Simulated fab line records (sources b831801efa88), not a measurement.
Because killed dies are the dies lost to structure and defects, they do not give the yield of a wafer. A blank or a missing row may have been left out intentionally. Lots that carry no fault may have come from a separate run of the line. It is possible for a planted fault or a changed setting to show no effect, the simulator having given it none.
Split-lot study :: flow sfq_line :: route with 325 steps; 5 lots, 23 wafers read

THE SPLIT
At SFQ_TRILAYER_M5_BARC_OPEN_METAL_ETCH_161 (etches BARC in O2, target depth 125 nm, time 41.7 s), the setting icp_w was moved away from the recipe's 600 W on 10 of the 23 wafers read, by -10.3% to +7.8%. The other wafers ran this setting at the recipe's value.

The reading comes from the split's own step.

THE READING
KrF_of_TRILAYER_M5_LITHO_COAT_123.thk_nm (the simulator's own value, which no gauge read), in nm, at SFQ_TRILAYER_M5_BARC_OPEN_METAL_ETCH_161 (etches BARC in O2, target depth 125 nm, time 41.7 s). The file gives no usual value for it. Average 522.3 nm, standard deviation 1.4 nm, over the 13 wafers here run with the recipe.

wafer: L076.1
tool, chamber at the split: rie_metal-01, 0
icp_w as run, W: 600
against the recipe: recipe
KrF_of_TRILAYER_M5_LITHO_COAT_123.thk_nm, nm: 522.3
against lot-mates on the recipe: -

wafer: L076.2
tool, chamber at the split: rie_metal-01, 1
icp_w as run, W: 600
against the recipe: recipe
KrF_of_TRILAYER_M5_LITHO_COAT_123.thk_nm, nm: 521.9
against lot-mates on the recipe: -

wafer: L076.3
tool, chamber at the split: rie_metal-01, 0
icp_w as run, W: 538.2
against the recipe: -10.3%
KrF_of_TRILAYER_M5_LITHO_COAT_123.thk_nm, nm: 527.5
against lot-mates on the recipe: +5.1

wafer: L076.4
tool, chamber at the split: rie_metal-01, 1
icp_w as run, W: 538.2
against the recipe: -10.3%
KrF_of_TRILAYER_M5_LITHO_COAT_123.thk_nm, nm: 526.1
against lot-mates on the recipe: +3.7

wafer: L076.5
tool, chamber at the split: rie_metal-01, 0
icp_w as run, W: 600
against the recipe: recipe
KrF_of_TRILAYER_M5_LITHO_COAT_123.thk_nm, nm: 523
against lot-mates on the recipe: -

wafer: L079.1
tool, chamber at the split: rie_metal-01, 0
icp_w as run, W: 646.7
against the recipe: +7.8%
KrF_of_TRILAYER_M5_LITHO_COAT_123.thk_nm, nm: 520.4
against lot-mates on the recipe: -2.9

wafer: L079.2
tool, chamber at the split: rie_metal-01, 1
icp_w as run, W: 646.7
against the recipe: +7.8%
KrF_of_TRILAYER_M5_LITHO_COAT_123.thk_nm, nm: 518.9
against lot-mates on the recipe: -4.4

wafer: L079.4
tool, chamber at the split: rie_metal-01, 0
icp_w as run, W: 600
against the recipe: recipe
KrF_of_TRILAYER_M5_LITHO_COAT_123.thk_nm, nm: 522.7
against lot-mates on the recipe: -

wafer: L079.5
tool, chamber at the split: rie_metal-01, 1
icp_w as run, W: 646.7
against the recipe: +7.8%
KrF_of_TRILAYER_M5_LITHO_COAT_123.thk_nm, nm: 519.3
against lot-mates on the recipe: -4.0

wafer: L079.6
tool, chamber at the split: rie_metal-01, 0
icp_w as run, W: 600
against the recipe: recipe
KrF_of_TRILAYER_M5_LITHO_COAT_123.thk_nm, nm: 523.8
against lot-mates on the recipe: -

wafer: L080.1
tool, chamber at the split: rie_metal-01, 1
icp_w as run, W: 600
against the recipe: recipe
KrF_of_TRILAYER_M5_LITHO_COAT_123.thk_nm, nm: 523.4
against lot-mates on the recipe: -

wafer: L080.2
tool, chamber at the split: rie_metal-01, 0
icp_w as run, W: 600
against the recipe: recipe
KrF_of_TRILAYER_M5_LITHO_COAT_123.thk_nm, nm: 525.1
against lot-mates on the recipe: -

wafer: L080.3
tool, chamber at the split: rie_metal-01, 1
icp_w as run, W: 576.1
against the recipe: -4.0%
KrF_of_TRILAYER_M5_LITHO_COAT_123.thk_nm, nm: 525
against lot-mates on the recipe: +0.9

wafer: L080.4
tool, chamber at the split: rie_metal-01, 0
icp_w as run, W: 600
against the recipe: recipe
KrF_of_TRILAYER_M5_LITHO_COAT_123.thk_nm, nm: 523.9
against lot-mates on the recipe: -

wafer: L080.6
tool, chamber at the split: rie_metal-01, 0
icp_w as run, W: 576.1
against the recipe: -4.0%
KrF_of_TRILAYER_M5_LITHO_COAT_123.thk_nm, nm: 527.1
against lot-mates on the recipe: +3.0

wafer: L083.1
tool, chamber at the split: rie_metal-02, 0
icp_w as run, W: 600
against the recipe: recipe
KrF_of_TRILAYER_M5_LITHO_COAT_123.thk_nm, nm: 521.3
against lot-mates on the recipe: -

wafer: L083.5
tool, chamber at the split: rie_metal-02, 1
icp_w as run, W: 600
against the recipe: recipe
KrF_of_TRILAYER_M5_LITHO_COAT_123.thk_nm, nm: 521
against lot-mates on the recipe: -

wafer: L083.6
tool, chamber at the split: rie_metal-02, 0
icp_w as run, W: 600
against the recipe: recipe
KrF_of_TRILAYER_M5_LITHO_COAT_123.thk_nm, nm: 519.9
against lot-mates on the recipe: -

wafer: L085.2
tool, chamber at the split: rie_metal-02, 0
icp_w as run, W: 623.2
against the recipe: +3.9%
KrF_of_TRILAYER_M5_LITHO_COAT_123.thk_nm, nm: 520.7
against lot-mates on the recipe: -0.4

wafer: L085.3
tool, chamber at the split: rie_metal-02, 0
icp_w as run, W: 600
against the recipe: recipe
KrF_of_TRILAYER_M5_LITHO_COAT_123.thk_nm, nm: 521.4
against lot-mates on the recipe: -

wafer: L085.4
tool, chamber at the split: rie_metal-02, 1
icp_w as run, W: 623.2
against the recipe: +3.9%
KrF_of_TRILAYER_M5_LITHO_COAT_123.thk_nm, nm: 518.7
against lot-mates on the recipe: -2.4

wafer: L085.5
tool, chamber at the split: rie_metal-02, 1
icp_w as run, W: 600
against the recipe: recipe
KrF_of_TRILAYER_M5_LITHO_COAT_123.thk_nm, nm: 520.8
against lot-mates on the recipe: -

wafer: L085.6
tool, chamber at the split: rie_metal-02, 0
icp_w as run, W: 623.2
against the recipe: +3.9%
KrF_of_TRILAYER_M5_LITHO_COAT_123.thk_nm, nm: 521
against lot-mates on the recipe: -0.1

FIT RESULTS
A straight line over all 23 wafers: KrF_of_TRILAYER_M5_LITHO_COAT_123.thk_nm changes by -0.454 nm for each +1% of icp_w; r = -0.83; the points scatter about the line by 1.4 nm.
The same after taking each lot's own level away (the mean of its wafers on the recipe; 23 wafers): -0.434 nm for each +1%; r = -0.93; scatter 0.8 nm.
Per that fit: largest icp_w move, reading shift of 4.5 nm.
The lots' own levels span 520.73 to 524.13 nm, that is 2.4 times the standard deviation above.
The two slopes are in agreement: the lot-to-lot level therefore moves the slope only a little.
Check: +4.31 nm against its lot-mates is what the line predicts for one of the wafers moved furthest among these (-10.3%) when that wafer is left out of the fit. Against them it came out at +5.1 nm.

THE FILE'S OWN FIT
KrF_of_TRILAYER_M5_LITHO_COAT_123.thk_nm changes by -0.432 nm for each +1% of icp_w, r = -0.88.
